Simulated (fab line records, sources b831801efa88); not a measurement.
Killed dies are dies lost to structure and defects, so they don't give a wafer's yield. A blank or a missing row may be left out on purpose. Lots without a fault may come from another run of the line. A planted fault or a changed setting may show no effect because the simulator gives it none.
Chamber matching | flow sky130 | SKY_PASSIVATION_CVD_02 on pecvd-01: 3 sister chambers
The step deposits Si3N4, target thk 540 nm. 3 wafers are shown with their chamber, then 7 later ones without.

WAFERS WITH THEIR CHAMBER
wafer  | chamber | heater_power_outer_w (W)
L082.1 | 2       | 404
L086.2 | 0       | 351
L086.3 | 1       | 441

WAFERS WITHOUT THEIR CHAMBER
wafer  | heater_power_outer_w (W)
L086.6 | 368
L088.1 | 322
L088.2 | 465
L088.3 | 409
L094.1 | 381
L094.4 | 330
L094.5 | 390

WHICH CHAMBER EACH WENT THROUGH
wafer  | from the rows above          | in truth
L086.6 | can't be placed: 0 or 2      | 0
L088.1 | 0                            | 0
L088.2 | can't be placed: 1 or 2      | 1
L088.3 | can't be placed: 2 or 1      | 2
L094.1 | can't be placed: 2 or 0 or 1 | 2
L094.4 | 0                            | 0
L094.5 | can't be placed: 2 or 0 or 1 | 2
Placed correctly: 2 of 7. Can't be placed from these rows: 5 (the true chamber is among the candidates in 5). Placed wrongly: 0.
How it was worked out, from the rows above alone: a wafer's distance from a chamber is the root of the sum, over the readings, of the square of ((its reading less the chamber's mean) divided by the reading's scatter). The wafer belongs to the nearest chamber; if the next one is less than 2 further off, it can't be placed. A chamber's mean is the mean of its shown wafers. The scatter: with one shown wafer a chamber, the root of the mean of the squares of how far each hidden wafer lies from its nearest shown one.
